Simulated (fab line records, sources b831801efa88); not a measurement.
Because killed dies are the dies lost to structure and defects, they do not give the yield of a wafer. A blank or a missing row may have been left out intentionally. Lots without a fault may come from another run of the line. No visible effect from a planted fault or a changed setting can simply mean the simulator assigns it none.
fab line records -- flow sfq_line
[record] lots = 6, wafers = 18, last_day = 83
route steps=325 shown M3@128 I3@133 M4@148 I4@163 M8@325
lots that met no fault: from a run of the same line without faults
start_h: hours from the record's opening day to when the first of the lot's shown wafers began -- wait_h: how many hours have passed since the lot's step before this one -- " as in the row above -- L1.1+2: several wafers, shown together as one row -- - no value, or no start given -- * or withheld: withheld -- < > ~ a bound
route shown NAME@n: a module of which the file shows steps, and the number in the route of the first -- usual: mean/standard deviation of fault-free wafers -- same: alike in all rows -- chamber/n: place in a boat -- sites: each site's reading -- _std_site: standard deviation across them -- _edge_site: inner sites' mean taken away from outer sites' mean -- radius_mm: how far each site lies from the wafer's centre -- mask NAME#n: copy n -- behind: the tool/chamber that last shaped the wafer -- hold: reason for holding the lot/hours on hold/outcome of the hold -- device: transistor that didn't switch, given as n, p or np -- end of line: at the end of the route, the tests of the same wafers -- a step without rows: its recipe alone -- killed: dies that structure and defects cost at the first sort, which is not the same as the wafer's yield -- map: per-die view of a wafer (x killed, . not killed, _ where there is no die)
set.NAME: the setting the step ran with; set.NAME@STEP: the setting that earlier step ran with -- model.NAME: the simulator's own value behind a step, which no gauge read
lots at some steps of the route; a table a step, a row a wafer
services: from which hour (start_h, from the record's first day; less than 0 if before it) a tool's chamber was out of use, for how many hours, and why
[[steps]]
[step SFQ_M3_OVL_MEAS_921]
[usual] M3_OVL = -1/4.8
lot.wafer,tool,chamber,start_h,wait_h,M3_OVL[nm]
L628.4,overlay-02,-,672.89,0.1,3
L628.5,overlay-02,-,672.89,0.1,8
L628.6,overlay-02,-,672.89,0.1,-3
L630.2,overlay-02,-,719.23,0.1,-5
L630.4,overlay-02,-,719.23,0.1,-4
L630.6,overlay-02,-,719.23,0.1,4
L636.1,overlay-01,-,810.37,0.1,-7
L636.4,overlay-01,-,810.37,0.1,-5
L636.5,overlay-01,-,810.37,0.1,-7
L637.2,overlay-02,-,818.78,0.1,2
L637.4,overlay-02,-,818.78,0.1,8
L637.5,overlay-02,-,818.78,0.1,2
L642.1,overlay-01,-,861.02,0.1,-3
L642.4,overlay-01,-,861.02,0.1,-5
L642.6,overlay-01,-,861.02,0.1,-6
L648.1,overlay-01,-,889.82,0.1,9
L648.2,overlay-01,-,889.82,0.1,7
L648.3,overlay-01,-,889.82,0.1,2
[step SFQ_TRILAYER_M3_BARC_OPEN_METAL_ETCH_100]
[recipe] mask_material = PR, chemistry = O2, target_depth_nm = 125, target = BARC, icp_w = 600, bias_w = 80, pressure_mtorr = 10, time_s = 41.7
[usual] drypump_motor_current_A = 5.7/0.5, oes_product_au = 0.685/0.0043
lot.wafer,tool,chamber,start_h,wait_h,drypump_motor_current_A,oes_product_au,rf_hours_counter_h
L628.4,rie_metal-02,1,672.93,0.0,5.9,0.690,-
L628.5,rie_metal-02,1,672.93,0.0,5.9,0.685,-
L628.6,rie_metal-02,0,672.93,0.0,6.6,0.679,-
L630.2,rie_metal-01,1,719.26,0.0,5.7,0.678,99
L630.4,rie_metal-01,1,719.26,0.0,5.6,0.682,-
L630.6,rie_metal-01,0,719.26,0.0,5.3,0.686,-
L636.1,rie_metal-03,1,810.41,0.0,5.0,0.685,33
L636.4,rie_metal-03,0,810.41,0.0,5.9,0.685,-
L636.5,rie_metal-03,1,810.41,0.0,5.0,0.689,-
L637.2,rie_metal-02,0,818.81,0.0,6.6,0.689,33
L637.4,rie_metal-02,1,818.81,0.0,6.0,0.679,-
L637.5,rie_metal-02,1,818.81,0.0,5.9,0.682,-
L642.1,rie_metal-03,1,861.06,0.0,5.0,0.674,41
L642.4,rie_metal-03,0,861.06,0.0,6.0,0.690,-
L642.6,rie_metal-03,1,861.06,0.0,5.0,0.686,-
L648.1,rie_metal-01,1,889.86,0.0,5.6,0.686,124
L648.2,rie_metal-01,0,889.86,0.0,5.3,0.677,151
L648.3,rie_metal-01,0,889.86,0.0,5.3,0.683,-
[step SFQ_TRILAYER_M3_ETCH_METAL_ETCH_078]
[recipe] target = Nb, stop_on = SiO2, mask_material = PR, chemistry = Cl2/Ar, target_depth_nm = 240, icp_w = 600, bias_w = 80, pressure_mtorr = 10, time_s = 120
[step SFQ_TRILAYER_M3_STRIP_STRIP_079]
[recipe] gas = O2, power_w = 200, platen_temp_c = 40, overash_fraction = 0.65, chemistry = O2, pressure_mtorr = 50
[step SFQ_TRILAYER_M3_STRIP_SOLV_CLEAN_080]
[recipe] chemistry = NMP, temp_c = 70, time_s = 600
[step SFQ_TRILAYER_I3_DEP_PECVD_081]
[recipe] material = SiO2, temp_c = 150, time_s = 111.11, pressure_torr = 2.4, rf_w = 183.3, precursor = SiH4/N2O, target_thk_nm = 500
[step SFQ_TRILAYER_I3_CMP_CMP_082]
[recipe] material = SiO2, down_force_psi = 3, platen_rpm = 60, pad_velocity_m_s = 0.94248
[step SFQ_I3_BOW_MEAS_922]
[recipe] mode = bow
[usual] I3_BOW = 2/8.3
lot.wafer,tool,chamber,start_h,wait_h,I3_BOW[um]
L628.4,film_metro-04,-,681.17,2.6,-7
L628.5,film_metro-04,-,681.17,2.6,-4
L628.6,film_metro-04,-,681.17,2.6,-1
L630.2,film_metro-01,-,725.12,2.5,-6
L630.4,film_metro-01,-,725.12,2.5,-9
L630.6,film_metro-01,-,725.12,2.5,9
L636.1,film_metro-02,-,822.11,2.0,-4
L636.4,film_metro-02,-,822.11,2.0,1
L636.5,film_metro-02,-,822.11,2.0,-6
L637.2,film_metro-02,-,834.23,1.0,11
L637.4,film_metro-02,-,834.23,1.0,6
L637.5,film_metro-02,-,834.23,1.0,0
L642.1,film_metro-02,-,876.21,2.0,21
L642.4,film_metro-02,-,876.21,2.0,8
L642.6,film_metro-02,-,876.21,2.0,14
L648.1,film_metro-01,-,906.60,2.5,1
L648.2,film_metro-01,-,906.60,2.5,8
L648.3,film_metro-01,-,906.60,2.5,5
[step SFQ_TRILAYER_I3_METRO_MEASURE_083]
[usual] thk_nm = 200.0/0.94
lot.wafer,tool,chamber,start_h,wait_h,thk_nm
L628.4,film_metro-04,-,681.83,0.6,200.3
L628.5,film_metro-04,-,681.83,0.6,199.9
L628.6,film_metro-04,-,681.83,0.6,199.5
L630.2,film_metro-01,-,725.42,0.3,200.6
L630.4,film_metro-01,-,725.42,0.3,199.2
L630.6,film_metro-01,-,725.42,0.3,199.4
L636.1,film_metro-02,-,822.23,0.1,199.7
L636.4,film_metro-02,-,822.23,0.1,201.3
L636.5,film_metro-02,-,822.23,0.1,200.4
L637.2,film_metro-02,-,834.53,0.3,200.5
L637.4,film_metro-02,-,834.53,0.3,200.7
L637.5,film_metro-02,-,834.53,0.3,201.0
L642.1,film_metro-02,-,876.33,0.1,199.6
L642.4,film_metro-02,-,876.33,0.1,199.7
L642.6,film_metro-02,-,876.33,0.1,199.8
L648.1,film_metro-01,-,906.72,0.1,200.7
L648.2,film_metro-01,-,906.72,0.1,201.1
L648.3,film_metro-01,-,906.72,0.1,200.6
[step SFQ_TRILAYER_I3_VIA_LITHO_COAT_090]
[recipe] resist = BARC, spin_rpm = 3000, resist_thk_nm = 62
[step SFQ_TRILAYER_I3_VIA_LITHO_COAT_085]
[recipe] resist = KrF, spin_rpm = 3000, resist_thk_nm = 650
[step SFQ_TRILAYER_I3_VIA_LITHO_SOFTBAKE_089]
[recipe] temp_c = withheld, time_s = withheld, resist = KrF
[step SFQ_TRILAYER_I3_VIA_LITHO_EXPOSE_086]
[recipe] mask_id = I3, na = 0.6, source_shape = conventional, sigma_outer = 0.65, target_cd_nm = 500, dose_mj = 21.3
lot.wafer,tool,chamber,start_h,wait_h,mask
L628.4+5+6,krf_scanner-02,0,828.67,-,I3#0
L630.2+4+6,krf_scanner-02,0,872.92,-,I3#0
L636.1+4+5,krf_scanner-02,0,960.11,-,I3#0
L637.2+4+5,krf_scanner-02,0,973.51,-,I3#0
L642.1+4+6,krf_scanner-01,0,1013.41,-,I3#0
L648.1+2+3,krf_scanner-02,0,1048.34,-,I3#0
[step SFQ_TRILAYER_I3_VIA_LITHO_PEB_088]
[recipe] peb_temp_c = 115, peb_time_s = 60, resist = KrF
[step SFQ_TRILAYER_I3_VIA_LITHO_DEVELOP_087]
[recipe] time_s = 60, resist = KrF
[step SFQ_I3_OVL_MEAS_923]
[usual] I3_OVL = 0/5.7
lot.wafer,tool,chamber,start_h,wait_h,I3_OVL[nm]
L628.4,overlay-02,-,829.59,0.1,0
L628.5,overlay-02,-,829.59,0.1,1
L628.6,overlay-02,-,829.59,0.1,1
L630.2,overlay-01,-,874.23,0.1,-2
L630.4,overlay-01,-,874.23,0.1,-2
L630.6,overlay-01,-,874.23,0.1,-1
L636.1,overlay-01,-,961.61,0.1,-7
L636.4,overlay-01,-,961.61,0.1,2
L636.5,overlay-01,-,961.61,0.1,-8
L637.2,overlay-01,-,974.82,0.1,7
L637.4,overlay-01,-,974.82,0.1,2
L637.5,overlay-01,-,974.82,0.1,2
L642.1,overlay-01,-,1014.91,0.1,-5
L642.4,overlay-01,-,1014.91,0.1,-1
L642.6,overlay-01,-,1014.91,0.1,-1
L648.1,overlay-02,-,1049.84,0.1,-3
L648.2,overlay-02,-,1049.84,0.1,1
L648.3,overlay-02,-,1049.84,0.1,-3
[step SFQ_TRILAYER_I3_VIA_BARC_OPEN_VIA_ETCH_121]
[recipe] mask_material = PR, chemistry = O2, target_depth_nm = 125, target = BARC, source_w = 500, bias_w = 80, pressure_mtorr = 30, time_s = 41.7
[usual] drypump_motor_current_A = 5.6/0.43, oes_product_au = 0.685/0.0048
lot.wafer,tool,chamber,start_h,wait_h,drypump_motor_current_A,oes_product_au,rf_hours_counter_h,model.I3.cd_nm
L628.4,rie_diel-02,3,829.61,0.0,5.3,0.694,17,498.9
L628.5,rie_diel-02,2,829.61,0.0,5.6,0.681,-,498.8
L628.6,rie_diel-02,3,829.61,0.0,5.3,0.694,-,498.8
L630.2,rie_diel-04,3,874.26,0.0,5.6,0.693,14,502.1
L630.4,rie_diel-04,0,874.26,0.0,6.1,0.682,23,500.5
L630.6,rie_diel-04,2,874.26,0.0,5.5,0.687,-,501.5
L636.1,rie_diel-04,1,961.65,0.0,4.8,0.689,13,550.1
L636.4,rie_diel-04,2,961.65,0.0,5.6,0.680,12,569
L636.5,rie_diel-04,2,961.65,0.0,5.5,0.686,-,559.9
L637.2,rie_diel-02,3,974.85,0.0,5.3,0.687,19,525.8
L637.4,rie_diel-02,0,974.85,0.0,6.4,0.690,0,569.2
L637.5,rie_diel-02,0,974.85,0.0,6.4,0.685,-,547.6
L642.1,rie_diel-02,1,1014.95,0.0,5.1,0.680,9,501.1
L642.4,rie_diel-02,3,1014.95,0.0,5.3,0.690,20,502.1
L642.6,rie_diel-02,0,1014.95,0.0,6.4,0.680,-,500.5
L648.1,rie_diel-02,2,1049.87,0.0,5.6,0.687,17,501.3
L648.2,rie_diel-02,3,1049.87,0.0,5.3,0.675,21,502.5
L648.3,rie_diel-02,1,1049.87,0.0,5.1,0.695,10,502.3
[step SFQ_TRILAYER_I3_VIA_ETCH_VIA_ETCH_088]
[recipe] target = SiO2, stop_on = Nb, mask_material = PR, taper_deg = 20, chemistry = CHF3, target_depth_nm = 260, source_w = 500, bias_w = 80, pressure_mtorr = 30, time_s = withheld
[usual] drypump_motor_current_A = 5.6/0.43, oes_product_au = 0.855/0.0054
lot.wafer,tool,chamber,start_h,wait_h,drypump_motor_current_A,oes_product_au,model.I3.cd_nm
L628.4,rie_diel-02,3,829.65,0.0,5.3,0.855,498.4
L628.5,rie_diel-02,2,829.65,0.0,5.5,0.857,499.7
L628.6,rie_diel-02,3,829.65,0.0,5.3,0.850,498.1
L630.2,rie_diel-04,3,874.30,0.0,5.5,0.850,502.1
L630.4,rie_diel-04,0,874.30,0.0,6.1,0.857,501
L630.6,rie_diel-04,2,874.30,0.0,5.5,0.857,502.2
L636.1,rie_diel-04,1,961.69,0.0,4.8,0.848,550.7
L636.4,rie_diel-04,2,961.69,0.0,5.5,0.860,570.3
L636.5,rie_diel-04,2,961.69,0.0,5.6,0.853,561.4
L637.2,rie_diel-02,3,974.89,0.0,5.3,0.852,523.6
L637.4,rie_diel-02,0,974.89,0.0,6.4,0.857,567
L637.5,rie_diel-02,0,974.89,0.0,6.4,0.859,546.6
L642.1,rie_diel-02,1,1014.99,0.0,5.1,0.855,497.9
L642.4,rie_diel-02,3,1014.99,0.0,5.3,0.855,501.2
L642.6,rie_diel-02,0,1014.99,0.0,6.4,0.851,499.6
L648.1,rie_diel-02,2,1049.91,0.0,5.6,0.861,500.6
L648.2,rie_diel-02,3,1049.91,0.0,5.3,0.860,502.5
L648.3,rie_diel-02,1,1049.91,0.0,5.1,0.856,500.6
[step SFQ_TRILAYER_I3_VIA_STRIP_STRIP_089]
[recipe] gas = O2, power_w = 200, platen_temp_c = 40, overash_fraction = 0.65, chemistry = O2, pressure_mtorr = 50
[usual] drypump_motor_current_A = 5.8/0.47, oes_product_au = 0.998/0.0086
lot.wafer,tool,chamber,start_h,wait_h,drypump_motor_current_A,oes_product_au,rf_hours_counter_h
L628.4,rie_metal-04,0,829.96,-,6.2,0.993,-
L628.5,rie_metal-04,1,829.96,-,5.3,1.011,-
L628.6,rie_metal-04,0,829.96,-,6.2,0.996,-
L630.2,rie_metal-02,0,874.41,-,6.6,0.974,39
L630.4,rie_metal-02,1,874.41,-,5.9,1.000,-
L630.6,rie_metal-02,1,874.41,-,5.9,0.989,-
L636.1,rie_metal-01,0,961.80,-,5.3,0.999,3
L636.4,rie_metal-01,1,961.80,-,5.7,0.995,-
L636.5,rie_metal-01,0,961.80,-,5.3,0.990,-
L637.2,rie_metal-04,0,975.00,-,6.2,0.981,94
L637.4,rie_metal-04,1,975.00,-,5.3,1.011,-
L637.5,rie_metal-04,0,975.00,-,6.2,0.992,-
L642.1,rie_metal-04,1,1015.10,-,5.3,1.014,106
L642.4,rie_metal-04,1,1015.10,-,5.3,0.994,-
L642.6,rie_metal-04,1,1015.10,-,5.3,1.008,-
L648.1,rie_metal-02,0,1050.03,-,6.6,0.998,62
L648.2,rie_metal-02,1,1050.03,-,6.0,0.999,109
L648.3,rie_metal-02,0,1050.03,-,6.6,1.001,-
[step SFQ_TRILAYER_I3_VIA_STRIP_SOLV_CLEAN_090]
[recipe] chemistry = NMP, temp_c = 70, time_s = 600
[step SFQ_TRILAYER_M4_DEP_PRE_CLEAN_092]
[recipe] gas = Ar, time_s = 22.5, bias_v = 250
[step SFQ_TRILAYER_M4_DEP_SPUTTER_091]
[recipe] material = Nb, base_pressure_pa = 1.33e-06, chamber_pressure_pa = 0.1333, substrate_temp_c = 20, resputter_cathode_voltage_v = 400, target_thk_nm = 200, power_w = 2000, time_s = 133.3
[step SFQ_M4_RS_MEAS_924]
[recipe] thk_meas_gauge = four-point-probe, reads = Nb_of_TRILAYER_M4_DEP_SPUTTER_091
[usual] M4_NB_RS = 0.892/0.0074
lot.wafer,tool,chamber,start_h,wait_h,M4_NB_RS[ohm/sq]
L628.4,film_metro-01,-,830.72,0.1,0.889
L628.5,film_metro-01,-,830.72,0.1,0.892
L628.6,film_metro-01,-,830.72,0.1,0.897
L630.2,film_metro-03,-,875.36,0.1,0.899
L630.4,film_metro-03,-,875.36,0.1,0.891
L630.6,film_metro-03,-,875.36,0.1,0.897
L636.1,film_metro-02,-,962.70,0.0,0.896
L636.4,film_metro-02,-,962.70,0.0,0.891
L636.5,film_metro-02,-,962.70,0.0,0.889
L637.2,film_metro-01,-,975.92,0.1,0.885
L637.4,film_metro-01,-,975.92,0.1,0.884
L637.5,film_metro-01,-,975.92,0.1,0.887
L642.1,film_metro-01,-,1016.00,0.0,0.895
L642.4,film_metro-01,-,1016.00,0.0,0.897
L642.6,film_metro-01,-,1016.00,0.0,0.895
L648.1,film_metro-01,-,1050.92,0.0,0.886
L648.2,film_metro-01,-,1050.92,0.0,0.889
L648.3,film_metro-01,-,1050.92,0.0,0.891
[step SFQ_TRILAYER_M4_LITHO_COAT_098]
[recipe] resist = BARC, spin_rpm = 3000, resist_thk_nm = 62
[step SFQ_TRILAYER_M4_LITHO_COAT_093]
[recipe] resist = KrF, spin_rpm = 3000, resist_thk_nm = 600
[step SFQ_TRILAYER_M4_LITHO_SOFTBAKE_097]
[recipe] temp_c = withheld, time_s = withheld, resist = KrF
[step SFQ_TRILAYER_M4_LITHO_EXPOSE_094]
[recipe] mask_id = M4, na = 0.6, source_shape = conventional, sigma_outer = 0.65, target_cd_nm = 500, dose_mj = 14.4
[step SFQ_TRILAYER_M4_LITHO_PEB_096]
[recipe] peb_temp_c = 115, peb_time_s = 60, resist = KrF
[step SFQ_TRILAYER_M4_LITHO_DEVELOP_095]
[recipe] time_s = 60, resist = KrF
[step SFQ_M4_OVL_MEAS_926]
[usual] M4_OVL = 3/4.7
lot.wafer,tool,chamber,start_h,wait_h,M4_OVL[nm]
L628.4,overlay-01,-,970.03,0.1,-9
L628.5,overlay-01,-,970.03,0.1,-4
L628.6,overlay-01,-,970.03,0.1,-4
L630.2,overlay-02,-,1013.72,0.1,4
L630.4,overlay-02,-,1013.72,0.1,0
L630.6,overlay-02,-,1013.72,0.1,6
L636.1,overlay-01,-,1106.08,0.1,1
L636.4,overlay-01,-,1106.08,0.1,-2
L636.5,overlay-01,-,1106.08,0.1,-3
L637.2,overlay-01,-,1113.29,0.1,4
L637.4,overlay-01,-,1113.29,0.1,5
L637.5,overlay-01,-,1113.29,0.1,7
L642.1,overlay-02,-,1158.83,0.1,5
L642.4,overlay-02,-,1158.83,0.1,10
L642.6,overlay-02,-,1158.83,0.1,6
L648.1,overlay-01,-,1198.68,0.1,3
L648.2,overlay-01,-,1198.68,0.1,2
L648.3,overlay-01,-,1198.68,0.1,5
[step SFQ_TRILAYER_M4_BARC_OPEN_METAL_ETCH_123]
[recipe] mask_material = PR, chemistry = O2, target_depth_nm = 125, target = BARC, icp_w = 600, bias_w = 80, pressure_mtorr = 10, time_s = 41.7
[step SFQ_TRILAYER_M4_ETCH_METAL_ETCH_096]
[recipe] target = Nb, stop_on = SiO2, mask_material = PR, chemistry = Cl2/Ar, target_depth_nm = 240, icp_w = 600, bias_w = 80, pressure_mtorr = 10, time_s = 120
[usual] drypump_motor_current_A = 5.6/0.42, oes_product_au = 0.893/0.0065
lot.wafer,tool,chamber,start_h,wait_h,drypump_motor_current_A,oes_product_au,rf_hours_counter_h
L628.4,rie_metal-01,1,970.15,0.1,5.7,0.899,-
L628.5,rie_metal-01,1,970.15,0.1,5.7,0.896,-
L628.6,rie_metal-01,0,970.15,0.1,5.3,0.891,-
L630.2,rie_metal-03,1,1013.81,0.0,5.0,0.890,62
L630.4,rie_metal-03,1,1013.81,0.0,5.0,0.899,-
L630.6,rie_metal-03,0,1013.81,0.0,5.9,0.898,-
L636.1,rie_metal-04,1,1106.18,0.0,5.3,0.892,120
L636.4,rie_metal-04,1,1106.18,0.0,5.3,0.893,-
L636.5,rie_metal-04,1,1106.18,0.0,5.3,0.891,-
L637.2,rie_metal-01,1,1113.38,0.0,5.6,0.897,7
L637.4,rie_metal-01,1,1113.38,0.0,5.7,0.895,-
L637.5,rie_metal-01,1,1113.38,0.0,5.7,0.896,-
L642.1,rie_metal-04,0,1158.93,0.0,6.2,0.883,116
L642.4,rie_metal-04,0,1158.93,0.0,6.2,0.899,-
L642.6,rie_metal-04,0,1158.93,0.0,6.2,0.881,-
L648.1,rie_metal-03,0,1198.78,0.0,6.0,0.898,7
L648.2,rie_metal-03,1,1198.78,0.0,5.0,0.898,89
L648.3,rie_metal-03,1,1198.78,0.0,5.0,0.888,-
[step SFQ_TRILAYER_M4_STRIP_STRIP_097]
[recipe] gas = O2, power_w = 200, platen_temp_c = 40, overash_fraction = 0.65, chemistry = O2, pressure_mtorr = 50
[step SFQ_TRILAYER_M4_STRIP_SOLV_CLEAN_098]
[recipe] chemistry = NMP, temp_c = 70, time_s = 600
[step SFQ_TRILAYER_I4_DEP_PECVD_099]
[recipe] material = SiO2, temp_c = 150, time_s = 111.11, pressure_torr = 2.4, rf_w = 183.3, precursor = SiH4/N2O, target_thk_nm = 500
[usual] heater_power_w = 79/14, throttle_valve_pct = 24.4/1.2
lot.wafer,tool,chamber,start_h,wait_h,heater_power_w,throttle_valve_pct
L628.4,pecvd-01,2,971.05,0.0,60,24.8
L628.5,pecvd-01,1,971.05,0.0,84,23.3
L628.6,pecvd-01,2,971.05,0.0,48,24.7
L630.2,pecvd-04,0,1014.71,0.0,70,24.4
L630.4,pecvd-04,2,1014.71,0.0,74,26.7
L630.6,pecvd-04,1,1014.71,0.0,85,23.9
L636.1,pecvd-04,0,1107.08,0.0,77,24.5
L636.4,pecvd-04,0,1107.08,0.0,78,24.4
L636.5,pecvd-04,0,1107.08,0.0,62,24.6
L637.2,pecvd-04,1,1114.29,0.0,87,24.0
L637.4,pecvd-04,1,1114.29,0.0,92,24.1
L637.5,pecvd-04,0,1114.29,0.0,75,24.3
L642.1,pecvd-03,1,1159.83,0.0,80,22.6
L642.4,pecvd-03,2,1159.83,0.0,71,24.3
L642.6,pecvd-03,1,1159.83,0.0,67,22.4
L648.1,pecvd-01,1,1199.69,0.0,81,23.6
L648.2,pecvd-01,2,1199.69,0.0,57,25.6
L648.3,pecvd-01,0,1199.69,0.0,100,24.6
[step SFQ_TRILAYER_I4_CMP_CMP_100]
[recipe] material = SiO2, down_force_psi = 3, platen_rpm = 60, pad_velocity_m_s = 0.94248
[step SFQ_I4_BOW_MEAS_927]
[recipe] mode = bow
[usual] I4_BOW = 3/7.8
lot.wafer,tool,chamber,start_h,wait_h,I4_BOW[um]
L628.4,film_metro-04,-,976.05,2.1,-3
L628.5,film_metro-04,-,976.05,2.1,0
L628.6,film_metro-04,-,976.05,2.1,2
L630.2,film_metro-04,-,1017.81,2.0,-6
L630.4,film_metro-04,-,1017.81,2.0,-9
L630.6,film_metro-04,-,1017.81,2.0,9
L636.1,film_metro-01,-,1113.76,1.5,0
L636.4,film_metro-01,-,1113.76,1.5,6
L636.5,film_metro-01,-,1113.76,1.5,-1
L637.2,film_metro-04,-,1119.78,1.0,8
L637.4,film_metro-04,-,1119.78,1.0,4
L637.5,film_metro-04,-,1119.78,1.0,-4
L642.1,film_metro-01,-,1168.94,2.0,19
L642.4,film_metro-01,-,1168.94,2.0,5
L642.6,film_metro-01,-,1168.94,2.0,11
L648.1,film_metro-03,-,1207.94,2.0,3
L648.2,film_metro-03,-,1207.94,2.0,9
L648.3,film_metro-03,-,1207.94,2.0,5
[step SFQ_TRILAYER_I4_METRO_MEASURE_101]
[step SFQ_TRILAYER_I4_VIA_LITHO_COAT_108]
[recipe] resist = BARC, spin_rpm = 3000, resist_thk_nm = 62
[step SFQ_TRILAYER_I4_VIA_LITHO_COAT_103]
[recipe] resist = KrF, spin_rpm = 3000, resist_thk_nm = 650
[step SFQ_TRILAYER_I4_VIA_LITHO_SOFTBAKE_107]
[recipe] temp_c = withheld, time_s = withheld, resist = KrF
[step SFQ_M8_BOW_MEAS_951]
[recipe] mode = bow
[usual] M8_BOW = 6/11
lot.wafer,tool,chamber,start_h,wait_h,M8_BOW[um],model.etest.i3.link_ohm
L628.4,film_metro-01,-,1709.93,0.1,-3,1.976
L628.5,film_metro-01,-,1709.93,0.1,0,1.974
L628.6,film_metro-01,-,1709.93,0.1,2,1.992
L630.2,film_metro-04,-,1715.89,0.0,-4,1.969
L630.4,film_metro-04,-,1715.89,0.0,-7,1.961
L630.6,film_metro-04,-,1715.89,0.0,12,1.962
L636.1,film_metro-03,-,1824.84,0.0,7,1.949
L636.4,film_metro-03,-,1824.84,0.0,12,1.934
L636.5,film_metro-03,-,1824.84,0.0,6,1.94
L637.2,film_metro-03,-,1826.06,0.0,-2,1.948
L637.4,film_metro-03,-,1826.06,0.0,-6,1.928
L637.5,film_metro-03,-,1826.06,0.0,-13,1.945
L642.1,film_metro-03,-,1950.99,0.0,33,1.969
L642.4,film_metro-03,-,1950.99,0.0,20,1.972
L642.6,film_metro-03,-,1950.99,0.0,25,1.975
L648.1,film_metro-01,-,1983.22,0.0,1,1.954
L648.2,film_metro-01,-,1983.22,0.0,8,1.956
L648.3,film_metro-01,-,1983.22,0.0,3,1.954
[[services]]
tool,chamber,start_h,hours,kind
krf_scanner-02,-,670.19,1.0,pm
rie_diel-02,3,702.84,13.0,repair
rie_metal-04,-,713.63,0.6,repair
krf_scanner-02,-,720.05,11.6,pm
krf_scanner-02,-,731.60,0.8,pm
krf_scanner-02,-,732.35,1.3,pm
rie_metal-01,1,765.12,1.9,repair
krf_scanner-02,-,766.05,3.6,pm
krf_scanner-02,-,780.41,0.8,pm
rie_metal-01,-,782.19,1.7,repair
krf_scanner-02,-,803.62,0.3,repair
krf_scanner-02,-,810.53,0.1,repair
krf_scanner-02,-,838.87,1.0,pm
rie_diel-02,0,860.31,4.4,repair
krf_scanner-02,-,902.72,1.3,pm
krf_scanner-02,-,938.05,2.1,repair
krf_scanner-02,-,949.71,0.8,pm
rie_metal-04,-,954.34,0.5,repair
rie_metal-04,-,969.99,4.4,repair
rie_diel-02,3,977.38,5.6,repair
rie_diel-02,2,988.02,7.2,repair
rie_diel-02,-,1058.33,0.7,repair
rie_diel-02,3,1137.98,2.3,repair
rie_diel-02,3,1152.37,1.6,repair
[[key]]
first_sign none at tools or gauges
[model_effect] step = SFQ_TRILAYER_I3_VIA_BARC_OPEN_VIA_ETCH_121, value = I3.cd_nm, without = 500.7, struck = 553.6
[model_effect] step = SFQ_TRILAYER_I3_VIA_ETCH_VIA_ETCH_088, value = I3.cd_nm, without = 500.4, struck = 553.3
[model_effect] step = SFQ_M8_BOW_MEAS_951, value = etest.i3.link_ohm, without = 1.974, struck = 1.941
met_at SFQ_TRILAYER_I3_VIA_LITHO_EXPOSE_086
struck_wafers L636.1,L636.4,L636.5,L637.2,L637.4,L637.5
onset_between 872.92 960.11
[fault] kind = process_parameter_drift, tool = krf_scanner-02, chamber = -, onset_h = 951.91, steps = SFQ_TRILAYER_I3_VIA_LITHO_EXPOSE_086, channel = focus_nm, offset = 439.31, spread_by_wafer = 0.3, shape = step, end_h = 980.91
